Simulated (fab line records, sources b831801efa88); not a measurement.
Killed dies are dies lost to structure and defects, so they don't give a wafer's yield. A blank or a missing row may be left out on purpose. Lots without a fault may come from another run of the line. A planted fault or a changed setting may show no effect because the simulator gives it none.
fab line records | flow gf180mcu
record lots=6 wafers=18 last_day=34
route steps=602 shown VT_IMPLANT@104
lots that met no fault: from a run of the same line without faults
start_h: hours from the record's first day to the start of the lot's first wafer shown | wait_h: hours since the lot's step before | " the same as in the row above | L1.1+2: a row that stands for several wafers | - no value, or no start given | * or withheld: withheld | < > ~ a bound
route shown NAME@n: a module of which the file shows steps, and the number in the route of the first | usual: mean/standard deviation of fault-free wafers | same: alike in all rows | chamber/n: place in a boat | sites: the reading at each site | _std_site: their standard deviation | _edge_site: outer sites' mean less inner sites' | radius_mm: how far each site lies from the wafer's centre | mask NAME#n: copy n | behind: the tool/chamber that last shaped the wafer | hold: why the lot was held/for how many hours/how that ended | device: the transistor (n, p or np) that didn't switch | end of line: the same wafers' tests at the end of the route | a step without rows: its recipe alone | killed: dies lost to structure and defects at the first sort, not the wafer's yield | map: a wafer's dies, x killed, . not, _ none there
set.NAME: the setting as run; set.NAME@STEP: as run at that earlier step | model.NAME: the simulator's own value behind a step, which no gauge read
lots at some steps of the route; a table a step, a row a wafer
services: from which hour (start_h, from the record's first day; less than 0 if before it) a tool's chamber was out of use, for how many hours, and why
## steps
# step GF_VT_IMPLANT_SOFTBAKE_14
# recipe temp_c=90 time_s=60 resist=NOVOLAK
# step GF_VT_IMPLANT_EXPOSE_15
# recipe mask_id=Nwell_LV_AREA target_cd_nm=860 na=0.6 source_shape=conventional sigma_outer=0.6 dose_mj=140
# step GF_VT_IMPLANT_PEB_16
# recipe temp_c=withheld time_s=* resist=NOVOLAK
# step GF_VT_IMPLANT_DEVELOP_17
# recipe develop_time_s=60 dev_temp_c=23
# step GF_VT_IMPLANT_OVL_MEAS_18
# usual VT_IMPLANT_01_OVL=0.6/1.6
# columns lot.wafer tool chamber start_h wait_h VT_IMPLANT_01_OVL[nm]
L726.1 overlay-01 - 134.80 0.1 1.3
L726.2 " - " " 0.3
L726.5 " - " " 2.0
L735.1 overlay-01 - 190.30 0.1 1.0
L735.5 " - " " 1.1
L735.6 " - " " 0.7
L738.2 overlay-01 - 206.76 0.1 0.5
L738.5 " - " " 0.1
L738.6 " - " " 1.6
L739.3 overlay-02 - 216.51 0.1 1.9
L739.4 " - " " 0.6
L739.5 " - " " -0.4
L742.2 overlay-02 - 232.96 0.1 2.4
L742.5 " - " " 1.7
L742.6 " - " " 0.8
L746.1 overlay-01 - 258.95 0.1 -1.5
L746.2 " - " " -1.1
L746.5 " - " " -1.5
# step GF_VT_IMPLANT_IMPLANT_19
# recipe species=As energy_kev=100 dose_cm2=4.35e+12 tilt_deg=7
# step GF_VT_IMPLANT_STRIP_20
# recipe chemistry=O2/N2 power_w=1400 pressure_mtorr=1500 platen_temp_c=250 o2_flow_sccm=3000 n2_flow_sccm=300 overash_fraction=0.5
# usual drypump_motor_current_A=5.80/0.24 heater_power_w=340/18 oes_product_au=0.716/0.0048 strip_time_to_endpoint_s=12.63/0.038
# columns lot.wafer tool chamber start_h wait_h drypump_motor_current_A heater_power_w oes_product_au rf_hours_counter_h strip_time_to_endpoint_s
L726.1 plasma_asher-04 1 134.99 0.1 5.95 320 0.719 35 12.60
L726.2 " 0 " " 5.72 344 0.713 35 12.65
L726.5 " 0 " " 5.72 348 0.711 - 12.64
L735.1 plasma_asher-02 1 190.49 0.1 6.19 367 0.717 1 12.64
L735.5 " 0 " " 5.56 311 0.710 - 12.61
L735.6 " 1 " " 6.15 373 0.714 - 12.65
L738.2 plasma_asher-03 1 206.94 0.1 6.05 354 0.718 58 12.62
L738.5 " 0 " " 5.48 332 0.716 - 12.71
L738.6 " 1 " " 6.04 360 0.710 - 12.64
L739.3 plasma_asher-03 1 216.72 0.1 6.05 362 0.723 - 12.58
L739.4 " 0 " " 5.47 334 0.711 - 12.61
L739.5 " 0 " " 5.47 326 0.715 - 12.60
L742.2 plasma_asher-02 1 233.14 0.1 6.17 373 0.719 5 12.59
L742.5 " 1 " " 6.19 384 0.708 - 12.62
L742.6 " 0 " " 5.53 304 0.720 - 12.62
L746.1 plasma_asher-03 1 259.14 0.1 6.04 358 0.712 64 12.66
L746.2 " 0 " " 5.48 329 0.711 64 12.62
L746.5 " 1 " " 6.06 351 0.710 - 12.63
# step GF_VT_IMPLANT_TW_MEAS_21
# usual VT_IMPLANT_2_TW=1224/11
# columns lot.wafer tool chamber start_h wait_h VT_IMPLANT_2_TW
L726.1 film_metro-02 - 135.09 0.1 1225
L726.2 " - " " 1228
L726.5 " - " " 1226
L735.1 film_metro-01 - 190.59 0.1 1208
L735.5 " - " " 1216
L735.6 " - " " 1210
L738.2 film_metro-04 - 207.05 0.1 1231
L738.5 " - " " 1233
L738.6 " - " " 1236
L739.3 film_metro-02 - 216.81 0.1 1215
L739.4 " - " " 1215
L739.5 " - " " 1212
L742.2 film_metro-04 - 233.25 0.1 1231
L742.5 " - " " 1232
L742.6 " - " " 1231
L746.1 film_metro-04 - 259.24 0.1 1234
L746.2 " - " " 1237
L746.5 " - " " 1230
# step GF_VT_IMPLANT_DEHYDRATE_22
# recipe temp_c=200 time_s=60
# step GF_VT_IMPLANT_HMDS_23
# recipe prime_time_s=60 prime_temp_c=120
# step GF_VT_IMPLANT_COAT_24
# recipe resist=NOVOLAK spin_rpm=3000 resist_thk_nm=1000
# step GF_VT_IMPLANT_SOFTBAKE_25
# recipe temp_c=90 time_s=60 resist=NOVOLAK
# step GF_VT_IMPLANT_EXPOSE_26
# recipe mask_id=LVPWELL_HV_AREA target_cd_nm=860 na=0.6 source_shape=conventional sigma_outer=0.6 dose_mj=140
# usual stage_vel_mm_s=500.00/0.27
# columns lot.wafer tool chamber start_h wait_h mask stage_vel_mm_s model.VT_IMPLANT.overlay_x_nm
L726.1 iline_stepper-02 0 142.78 - LVPWELL_HV_AREA#0 499.71 0.2065
L726.2 " 0 " " LVPWELL_HV_AREA#0 499.78 0.2065
L726.5 " 0 " " LVPWELL_HV_AREA#0 500.02 0.2065
L735.1 iline_stepper-02 0 199.33 - LVPWELL_HV_AREA#0 499.98 177.4
L735.5 " 0 " " LVPWELL_HV_AREA#0 499.82 177.4
L735.6 " 0 " " LVPWELL_HV_AREA#0 499.64 177.4
L738.2 iline_stepper-02 0 215.99 - LVPWELL_HV_AREA#0 499.91 178.1
L738.5 " 0 " " LVPWELL_HV_AREA#0 500.30 178.1
L738.6 " 0 " " LVPWELL_HV_AREA#0 500.22 178.1
L739.3 iline_stepper-01 0 226.06 - LVPWELL_HV_AREA#0 499.61 -0.3872
L739.4 " 0 " " LVPWELL_HV_AREA#0 500.05 -0.3872
L739.5 " 0 " " LVPWELL_HV_AREA#0 499.94 -0.3872
L742.2 iline_stepper-01 0 242.42 - LVPWELL_HV_AREA#0 500.25 1.498
L742.5 " 0 " " LVPWELL_HV_AREA#0 499.78 1.498
L742.6 " 0 " " LVPWELL_HV_AREA#0 500.24 1.498
L746.1 iline_stepper-01 0 269.05 - LVPWELL_HV_AREA#0 500.13 -1.853
L746.2 " 0 " " LVPWELL_HV_AREA#0 499.86 -1.853
L746.5 " 0 " " LVPWELL_HV_AREA#0 499.86 -1.853
# step GF_VT_IMPLANT_PEB_27
# recipe temp_c=withheld time_s=* resist=NOVOLAK
# step GF_VT_IMPLANT_DEVELOP_28
# recipe develop_time_s=60 dev_temp_c=23
# step GF_VT_IMPLANT_OVL_MEAS_29
# usual VT_IMPLANT_02_OVL=-0.1/1.4
# columns lot.wafer tool chamber start_h wait_h hold VT_IMPLANT_02_OVL[nm]
L726.1 overlay-02 - 150.56 0.1 - 2.6
L726.2 " - " " - 0.7
L726.5 " - " " - 0.3
L735.1 overlay-01 - 207.65 0.1 await_dispo/0.2h/release 175.8
L735.5 " - " " await_dispo/0.2h/release 177.0
L735.6 " - " " await_dispo/0.2h/release 178.0
L735.1 overlay-01 - 207.86 0.2 - 175.7
L735.5 " - " " - 176.0
L735.6 " - " " - 176.9
L738.2 overlay-01 - 224.81 0.1 await_dispo/0.2h/release 176.2
L738.5 " - " " await_dispo/0.2h/release 178.8
L738.6 " - " " await_dispo/0.2h/release 177.6
L738.2 overlay-01 - 225.01 0.2 - 176.1
L738.5 " - " " - 177.8
L738.6 " - " " - 177.6
L739.3 overlay-01 - 234.87 0.1 - 0.9
L739.4 " - " " - -0.5
L739.5 " - " " - 1.6
L742.2 overlay-02 - 251.21 0.1 - 2.2
L742.5 " - " " - 2.9
L742.6 " - " " - 1.8
L746.1 overlay-01 - 279.05 0.1 - -4.1
L746.2 " - " " - -1.2
L746.5 " - " " - -4.0
## services
# columns tool chamber start_h hours kind
plasma_asher-02 - 113.64 46.8 repair
iline_stepper-01 - 117.00 1.7 pm
plasma_asher-02 0 117.79 - clean
plasma_asher-02 1 117.79 - clean
plasma_asher-02 - 160.39 14.6 pm
plasma_asher-02 - 176.57 6.6 repair
iline_stepper-02 - 204.37 8.2 repair
iline_stepper-02 - 227.06 2.1 pm
iline_stepper-02 - 229.15 - consumable_replace:lamp
## key
first_sign step=GF_VT_IMPLANT_OVL_MEAS_29 reading=visit direction=added
effect step=GF_VT_IMPLANT_OVL_MEAS_29 reading=VT_IMPLANT_02_OVL direction=up sigmas=99+ usual=-0.1 struck=177.3
model_effect step=GF_VT_IMPLANT_EXPOSE_26 value=VT_IMPLANT.overlay_x_nm without=0.3736 struck=177.7
met_at GF_VT_IMPLANT_EXPOSE_26
struck_wafers L735.1,L735.5,L735.6,L738.2,L738.5,L738.6
scrapped_behind GF_VT_IMPLANT_OVL_MEAS_29 L735.1,L735.5,L735.6,L738.2,L738.5,L738.6
onset_between 142.78 199.33
fault kind=scanner_matching_overlay tool=iline_stepper-02 chamber=- onset_h=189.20 steps=GF_VT_IMPLANT_EXPOSE_26 offset=177.37
